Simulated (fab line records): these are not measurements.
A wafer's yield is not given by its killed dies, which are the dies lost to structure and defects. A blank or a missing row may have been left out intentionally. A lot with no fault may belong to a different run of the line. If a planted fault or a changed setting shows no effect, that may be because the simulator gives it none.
Problem report, 8D (eight disciplines) form, completed by code | flow gf180mcu | the parts of the form that need people (team, actions taken, sign-off) are left out

1. THE PROBLEM
PASSIVATION_CVD_00_THK at GF_PASSIVATION_THK_MEAS_01 reads a mean of 820 nm on 2 wafers of 1 lot; wafers without a fault read 996 nm with a standard deviation of 13. Measured from the usual mean, that is -14 standard deviations.
First seen on wafer L364.5, day 33 12:09, on filmMetro-02. Wafers with a number at this step in the record: 35, from 12 lots. Rule for "out", or "out of limits": more than 4 standard deviations from the usual mean. Any other wafer with a number is counted as sound.

2. WHAT IT IS; WHAT IT IS NOT
question                    | is                     | is not
which readings at this step | PASSIVATION_CVD_00_THK | -
which lots                  | L364                   | L345, L348, L350, L351, L352, L353, L354, L355, L356, L358, L368
which wafers of those lots  | all that have a number | -
read on which gauges        | filmMetro-02           | filmMetro-04
when                        | from day 33 12:09      | up to then (30 sound wafers); but 3 sound wafers of L368 came after

3. WHAT RULES OUT EACH SUSPECT
Counting: a tool at any process step up to the reading remains a suspect when it ran all the lots that are out and ran no sound lot after the first of those.
- the gauge at GF_PASSIVATION_THK_MEAS_01 is ruled out. All the wafers that are out were read on filmMetro-02, but those of them that GF_PASSIVATION_CVD_00 has rows for are out there too, on other tools.
- pvdSputter-01 at GF_V4_SPUTTER_21 (material Ti, target thk 15 nm, time 80.02 s): kept. It ran the lot that is out, L364 (day 30 11:15), and no sound lot after that; its last sound lot up to then is L358 (day 28 18:45).
- pvdSputter-02 at GF_MIM_SPUTTER_00 (material Ti, target thk 37.5 nm, time 150 s): kept. It ran the lot that is out, L364 (day 30 11:58), and no sound lot after that; its last sound lot up to then is L355 (day 27 20:26).
- pvdSputter-02 at GF_MIM_SPUTTER_02 (material AlCu, target thk 450 nm, time 23.9 s): kept. It ran the lot that is out, L364 (day 30 12:04), and no sound lot after that; its last sound lot up to then is L355 (day 27 20:34).
- pecvd-03 at GF_PASSIVATION_CVD_00 (deposits SiO2 from TEOS, target thk 1000 nm, time 111.95 s): kept. It ran the lot that is out, L364 (day 33 12:04), and no sound lot after that; its last sound lot up to then is L352 (day 30 10:45). Its own runLengthS readings are out on those wafers.
Left after counting: pvdSputter-01 at GF_V4_SPUTTER_21, pvdSputter-02 at GF_MIM_SPUTTER_00, pvdSputter-02 at GF_MIM_SPUTTER_02, pecvd-03 at GF_PASSIVATION_CVD_00.

4. THE CAUSE (what the simulator had put in)
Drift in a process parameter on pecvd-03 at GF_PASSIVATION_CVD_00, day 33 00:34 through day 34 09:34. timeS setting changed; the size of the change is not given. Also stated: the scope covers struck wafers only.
Counting leaves 4 suspects; this tool is one of them.

5. SEQUENCE OF EFFECTS, ordered by route
Rows list readings where the struck wafers' mean (over those with a number) sits beyond 3 standard deviations from the usual. Only readings for which the record gives a usual standard deviation are gone through. hours: the time from each lot's start at the first step in this table that gives one to its start at this step, as a median over the lots. sigmas: the change in usual standard deviations.
hours | step                       | reading                | usual   | on struck wafers | change | sigmas
0     | GF_PASSIVATION_CVD_00      | runLengthS             | 139.7 s | 118.2            | -21.4  | -46
0     | GF_PASSIVATION_THK_MEAS_01 | PASSIVATION_CVD_00_THK | 996 nm  | 820              | -176   | -14
It contains these process steps:
- GF_PASSIVATION_CVD_00: deposits SiO2 from TEOS, target thk 1000 nm, time 111.95 s.

6. WHAT WOULD HAVE CAUGHT IT SOONER
12 hours passed between the start of the fault at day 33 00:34 and the first reading out of limits at a measuring or inspecting step in this record, taken at day 33 12:09.
At GF_PASSIVATION_CVD_00, the tool's own readings (runLengthS) were out on each struck wafer the step has a row for, so an alarm limit on them would have fired on the first such wafer.
All the lots that are out (1) had begun GF_PASSIVATION_CVD_00 on pecvd-03 by day 33 12:09. Holding the tool at that point would not have protected any of them.
